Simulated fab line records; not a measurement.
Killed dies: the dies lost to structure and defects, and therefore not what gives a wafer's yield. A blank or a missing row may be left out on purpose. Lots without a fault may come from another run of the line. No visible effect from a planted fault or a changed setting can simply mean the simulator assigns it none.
fab line records	flow sfq_line
record lots=7	wafers=21	last_day=80
route steps=325 shown M6@263 I6@266
lots that met no fault: taken from a fault-free run of the same line
start_h: hours from the record's first day to the start of the lot's first wafer shown	wait_h: time in hours since the lot's previous step	" the same as in the row above	L1.1+2: a single row standing in for several wafers	- either no value or no given start	* or withheld: withheld	< > ~ a bound
route shown NAME@n: NAME is a module with steps in the file, n the number in the route of the first one	usual: the fault-free wafers' mean and standard deviation	same: alike in all rows	chamber/n: place in a boat	sites: per-site readings	_std_site: standard deviation of those values	_edge_site: mean of outer sites minus mean of inner sites	radius_mm: for every site, how far away it sits from the centre of the wafer	mask NAME#n: copy n	behind: the last tool/chamber to shape the wafer	hold: reason for holding the lot/hours on hold/outcome of the hold	device: which transistor (n, p or np) failed to switch	end of line: tests run on the same wafers once the route is complete	where a step has no rows: the recipe by itself	killed: not the wafer's yield, but the dies lost to structure and defects at the first sort	map: a wafer's dies, x killed, . not, _ none there
set.NAME: the setting that was run; set.NAME@STEP: the one run at that earlier step	model.NAME: the simulator's own value behind a step, which no gauge read
a table for each step, a row for each wafer; lots at some steps of the route
services: when a tool's chamber went out of use (start_h, in hours from the record's first day, below 0 if earlier), for how many hours, and the reason
## steps
# step SFQ_TRILAYER_M6_ETCH_METAL_ETCH_162
# recipe target=Nb	stop_on=SiO2	mask_material=PR	chemistry=Cl2/Ar	target_depth_nm=240	icp_w=600	bias_w=80	pressure_mtorr=10	time_s=120
# usual drypump_motor_current_A=5.46/0.3	he_backside_leak_sccm=3.51/0.19	oes_product_au=0.894/0.0075
lot.wafer	tool	chamber	start_h	wait_h	drypump_motor_current_A	he_backside_leak_sccm	oes_product_au	rf_hours_counter_h
L663.2	rie_metal-03	1	1525.43	0.0	5.41	3.27	0.890	0
L663.5	"	0	"	"	5.30	3.36	0.891	-
L663.6	"	1	"	"	5.41	3.53	0.902	-
L666.3	rie_metal-02	1	1531.47	0.1	5.95	3.34	0.890	-
L666.4	"	0	"	"	5.77	3.70	0.899	-
L666.6	"	1	"	"	5.95	3.33	0.902	-
L672.1	rie_metal-03	0	1586.82	0.0	5.32	3.42	0.901	20
L672.2	"	1	"	"	5.42	3.52	0.892	12
L672.3	"	0	"	"	5.30	3.65	0.903	-
L673.3	rie_metal-01	0	1590.47	0.1	5.07	2.92	0.888	-
L673.5	"	0	"	"	5.06	3.41	0.892	-
L673.6	"	1	"	"	5.15	3.45	0.897	-
L674.3	rie_metal-02	1	1591.67	0.1	5.92	3.39	0.891	-
L674.5	"	1	"	"	5.95	3.25	0.886	-
L674.6	"	0	"	"	5.72	3.90	0.900	-
L678.1	rie_metal-02	1	1640.02	0.0	5.95	3.51	0.901	61
L678.3	"	1	"	"	5.95	3.42	0.897	-
L678.5	"	1	"	"	5.93	3.41	0.893	-
L685.1	rie_metal-01	0	1674.92	0.0	5.06	3.73	0.911	82
L685.3	"	1	"	"	5.18	3.49	0.893	-
L685.5	"	1	"	"	5.18	3.71	0.897	-
# step SFQ_TRILAYER_M6_STRIP_STRIP_163
# recipe gas=O2	power_w=200	platen_temp_c=40	overash_fraction=0.65	chemistry=O2	pressure_mtorr=50
# usual drypump_motor_current_A=5.46/0.3	he_backside_leak_sccm=3.53/0.27	oes_product_au=1.008/0.011
lot.wafer	tool	chamber	start_h	wait_h	drypump_motor_current_A	he_backside_leak_sccm	oes_product_au	rf_hours_counter_h
L663.2	rie_metal-03	1	1525.55	0.1	5.40	3.42	0.998	1
L663.5	"	0	"	"	5.30	3.61	0.989	-
L663.6	"	1	"	"	5.41	3.47	0.988	-
L666.3	rie_metal-02	1	1531.75	0.2	5.93	3.32	1.002	-
L666.4	"	0	"	"	5.77	3.85	1.021	-
L666.6	"	1	"	"	5.93	3.28	1.016	-
L672.1	rie_metal-03	0	1586.95	0.1	5.30	3.52	0.999	20
L672.2	"	1	"	"	5.44	3.53	1.018	12
L672.3	"	0	"	"	5.29	3.56	1.000	-
L673.3	rie_metal-01	0	1590.75	0.2	5.06	3.22	0.999	-
L673.5	"	0	"	"	5.07	3.24	1.005	-
L673.6	"	1	"	"	5.15	3.50	0.999	-
L674.3	rie_metal-02	1	1591.95	0.2	5.91	3.41	1.004	-
L674.5	"	1	"	"	5.93	3.34	1.016	-
L674.6	"	0	"	"	5.76	3.59	1.018	-
L678.1	rie_metal-02	1	1640.15	0.1	5.94	3.28	1.010	61
L678.3	"	1	"	"	5.91	3.16	1.007	-
L678.5	"	1	"	"	5.92	3.24	1.011	-
L685.1	rie_metal-01	0	1675.05	0.1	5.07	3.17	0.999	83
L685.3	"	1	"	"	5.17	3.46	1.013	-
L685.5	"	1	"	"	5.17	3.60	0.995	-
# step SFQ_TRILAYER_M6_STRIP_SOLV_CLEAN_164
# recipe chemistry=NMP	temp_c=70	time_s=600
# step SFQ_TRILAYER_I6_DEP_PECVD_165
# recipe material=SiO2	temp_c=150	time_s=111.11	pressure_torr=2.4	rf_w=183.3	precursor=SiH4/N2O	target_thk_nm=500
# usual heater_power_w=82/16	throttle_valve_pct=24.3/0.42
lot.wafer	tool	chamber	start_h	wait_h	heater_power_w	since_wet_clean_h	throttle_valve_pct
L663.2	pecvd-03	1	1526.33	0.0	78	196	24.1
L663.5	"	2	"	"	110	-	24.1
L663.6	"	0	"	"	90	-	23.2
L666.3	pecvd-02	1	1532.33	0.0	60	955	24.4
L666.4	"	0	"	"	84	-	24.9
L666.6	"	2	"	"	73	-	24.8
L672.1	pecvd-03	1	1587.72	0.0	74	257	24.1
L672.2	"	0	"	"	76	257	23.6
L672.3	"	2	"	"	95	257	24.0
L673.3	pecvd-03	1	1591.32	0.0	82	261	24.1
L673.5	"	1	"	"	84	-	24.1
L673.6	"	2	"	"	103	-	24.0
L674.3	pecvd-04	1	1592.52	0.0	116	645	23.7
L674.5	"	2	"	"	78	-	24.4
L674.6	"	1	"	"	116	-	24.0
L678.1	pecvd-03	1	1640.92	0.0	84	310	24.2
L678.3	"	0	"	"	89	310	23.7
L678.5	"	0	"	"	91	-	23.8
L685.1	pecvd-03	2	1675.82	0.0	113	345	24.5
L685.3	"	1	"	"	77	345	24.4
L685.5	"	2	"	"	96	-	24.4
# step SFQ_TRILAYER_I6_CMP_CMP_166
# recipe material=SiO2	down_force_psi=3	platen_rpm=60	pad_velocity_m_s=0.94248
# usual motor_current_A=9.9/0.51	slurry_filter_dp_kPa=13.51/0.12	time_to_endpoint_s=216/9.6
lot.wafer	tool	chamber	start_h	wait_h	motor_current_A	slurry_filter_dp_kPa	time_to_endpoint_s
L663.2	cmp-02	3	1551.76	25.4	9.9	13.44	204
L663.5	"	1	1552.76	26.4	9.2	13.38	235
L663.6	"	2	"	"	9.6	13.38	222
L666.3	cmp-02	1	1559.76	27.4	9.7	13.43	226
L666.4	"	2	"	"	9.3	13.58	223
L666.6	"	1	1561.76	29.4	10.1	13.33	225
L672.3	cmp-02	2	1615.44	27.7	9.7	13.53	212
L672.2	"	0	1616.44	28.7	9.2	13.64	213
L672.1	"	1	"	"	9.7	13.62	221
L674.3	cmp-02	2	1624.44	31.9	9.4	13.62	197
L674.6	"	2	1626.44	33.8	9.9	13.60	207
L674.5	"	3	"	"	9.7	13.49	205
L673.3	cmp-01	1	1625.11	33.7	10.4	13.55	194
L673.5	"	3	1626.11	34.7	10.6	13.87	206
L673.6	"	0	"	"	9.9	13.56	235
L678.3	cmp-01	1	1641.00	0.0	10.3	13.31	200
L678.1	"	3	1642.00	1.0	10.7	13.48	205
L678.5	"	1	1643.00	2.0	10.4	13.51	207
L685.1	cmp-01	2	1677.12	1.3	10.6	13.27	222
L685.3	"	0	1678.12	2.3	9.5	13.53	212
L685.5	"	1	"	"	10.4	13.84	205
# step SFQ_I6_BOW_MEAS_941
# recipe mode=bow
# usual I6_BOW=10/12
lot.wafer	tool	chamber	start_h	wait_h	I6_BOW[um]
L663.2	film_metro-01	-	1553.78	1.5	11
L663.5	"	-	"	"	-10
L663.6	"	-	"	"	-10
L666.3	film_metro-02	-	1562.80	2.5	3
L666.4	"	-	"	"	7
L666.6	"	-	"	"	16
L672.1	film_metro-02	-	1618.44	1.0	-3
L672.2	"	-	"	"	5
L672.3	"	-	"	"	-1
L673.3	film_metro-01	-	1627.15	1.5	-5
L673.5	"	-	"	"	-17
L673.6	"	-	"	"	-2
L674.3	film_metro-02	-	1627.48	2.5	5
L674.5	"	-	"	"	10
L674.6	"	-	"	"	9
L678.1	film_metro-01	-	1644.00	1.5	18
L678.3	"	-	"	"	13
L678.5	"	-	"	"	3
L685.1	film_metro-01	-	1679.62	2.0	-1
L685.3	"	-	"	"	14
L685.5	"	-	"	"	9
# step SFQ_TRILAYER_I6_METRO_MEASURE_167
# usual thk_nm=200.1/1.4
lot.wafer	tool	chamber	start_h	wait_h	thk_nm
L663.2	film_metro-01	-	1554.08	0.3	199.1
L663.5	"	-	"	"	202.5
L663.6	"	-	"	"	200.0
L666.3	film_metro-02	-	1563.28	0.5	201.3
L666.4	"	-	"	"	201.3
L666.6	"	-	"	"	202.3
L672.1	film_metro-02	-	1618.56	0.1	201.7
L672.2	"	-	"	"	200.4
L672.3	"	-	"	"	199.4
L673.3	film_metro-01	-	1627.63	0.5	199.1
L673.5	"	-	"	"	200.1
L673.6	"	-	"	"	201.4
L674.3	film_metro-02	-	1627.96	0.5	198.5
L674.5	"	-	"	"	199.7
L674.6	"	-	"	"	200.2
L678.1	film_metro-01	-	1644.12	0.1	199.2
L678.3	"	-	"	"	198.0
L678.5	"	-	"	"	198.7
L685.1	film_metro-01	-	1679.74	0.1	199.3
L685.3	"	-	"	"	201.4
L685.5	"	-	"	"	197.6
# step SFQ_TRILAYER_I6_VIA_LITHO_COAT_174
# recipe resist=BARC	spin_rpm=3000	resist_thk_nm=62
# step SFQ_TRILAYER_I6_VIA_LITHO_COAT_169
# recipe resist=KrF	spin_rpm=3000	resist_thk_nm=650
# step SFQ_TRILAYER_I6_VIA_LITHO_SOFTBAKE_173
# recipe temp_c=withheld	time_s=withheld	resist=KrF
# step SFQ_TRILAYER_I6_VIA_LITHO_EXPOSE_170
# recipe mask_id=I6	na=0.6	source_shape=conventional	sigma_outer=0.65	target_cd_nm=700	dose_mj=21.3
# step SFQ_TRILAYER_I6_VIA_LITHO_PEB_172
# recipe peb_temp_c=115	peb_time_s=60	resist=KrF
# step SFQ_TRILAYER_I6_VIA_LITHO_DEVELOP_171
# recipe time_s=60	resist=KrF
# usual chill_plate_temp_C=23.00/0.12	exhaust_pa=45.0/0.85
lot.wafer	tool	chamber	start_h	wait_h	chill_plate_temp_C	exhaust_pa	model.KrF_of_TRILAYER_I6_VIA_LITHO_COAT_169.thk_nm
L663.2	litho_track-03	0	1557.45	0.1	22.94	44.9	624.6
L663.5	"	0	"	"	22.84	45.9	625.1
L663.6	"	0	"	"	23.02	45.0	624.8
L666.3	litho_track-01	0	1566.23	0.1	23.17	43.6	624.9
L666.4	"	0	"	"	23.17	45.4	623.8
L666.6	"	0	"	"	23.29	43.6	624.6
L672.1	litho_track-03	-	1633.03	0.1	-	-	651.7
L672.2	"	-	"	"	-	-	652.6
L672.3	"	-	"	"	-	-	652.3
L673.3	litho_track-03	-	1634.28	0.1	-	-	648.9
L673.5	"	-	"	"	-	-	647.4
L673.6	"	-	"	"	-	-	650.3
L674.3	litho_track-03	-	1635.48	0.1	-	-	647.7
L674.5	"	-	"	"	-	-	649.8
L674.6	"	-	"	"	-	-	650.4
L678.1	litho_track-04	0	1654.28	0.1	23.08	45.4	621.9
L678.3	"	0	"	"	23.04	44.3	621
L678.5	"	0	"	"	22.97	43.7	621.8
L685.1	litho_track-04	0	1685.48	0.1	23.13	44.2	620.3
L685.3	"	0	"	"	22.94	43.8	622
L685.5	"	0	"	"	23.04	43.6	625.7
# step SFQ_I6_OVL_MEAS_942
# usual I6_OVL=-2/5.6
lot.wafer	tool	chamber	start_h	wait_h	I6_OVL[nm]
L663.2	overlay-01	-	1557.58	0.1	7
L663.5	"	-	"	"	5
L663.6	"	-	"	"	6
L666.3	overlay-02	-	1566.34	0.1	-11
L666.4	"	-	"	"	-13
L666.6	"	-	"	"	-8
L672.1	overlay-01	-	1633.18	0.1	-
L672.2	"	-	"	"	-
L672.3	"	-	"	"	-
L673.3	overlay-01	-	1634.39	0.1	-
L673.5	"	-	"	"	-
L673.6	"	-	"	"	-
L674.3	overlay-01	-	1635.59	0.1	-
L674.5	"	-	"	"	-
L674.6	"	-	"	"	-
L678.1	overlay-02	-	1654.43	0.1	4
L678.3	"	-	"	"	2
L678.5	"	-	"	"	-2
L685.1	overlay-02	-	1685.63	0.1	-8
L685.3	"	-	"	"	-4
L685.5	"	-	"	"	-9
## services
tool	chamber	start_h	hours	kind
cmp-02	-	1513.24	0.9	repair
cmp-01	-	1527.78	17.3	pm
film_metro-02	-	1554.55	0.7	pm
rie_metal-01	0	1556.29	14.0	repair
pecvd-02	-	1599.15	1.5	repair
cmp-01	-	1602.11	4.0	pm
cmp-01	-	1606.11	-	consumable_replace:conditioner
cmp-01	-	1606.11	-	consumable_replace:pad
film_metro-02	-	1607.40	1.5	pm
film_metro-02	-	1616.53	0.7	pm
film_metro-01	-	1618.31	0.5	pm
rie_metal-01	1	1624.47	7.3	repair
cmp-02	-	1628.91	1.1	repair
pecvd-03	-	1657.99	5.5	pm
rie_metal-03	-	1666.10	0.6	repair
cmp-01	-	1666.31	4.3	repair
film_metro-02	-	1675.13	0.4	pm
## key
first_sign step=SFQ_TRILAYER_I6_VIA_LITHO_DEVELOP_171	reading=tool_record	direction=missing
effect none on later readings
model_effect step=SFQ_TRILAYER_I6_VIA_LITHO_DEVELOP_171	value=KrF_of_TRILAYER_I6_VIA_LITHO_COAT_169.thk_nm	without=624.7	struck=650.1
met_at SFQ_TRILAYER_I6_VIA_LITHO_DEVELOP_171
struck_wafers L672.1,L672.2,L672.3,L673.3,L673.5,L673.6,L674.3,L674.5,L674.6
onset_between 1557.45 1633.03
fault kind=skipped_step_whole	tool=litho_track-03	chamber=-	onset_h=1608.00	steps=SFQ_TRILAYER_I6_VIA_LITHO_DEVELOP_171	scope=struck_lots_only
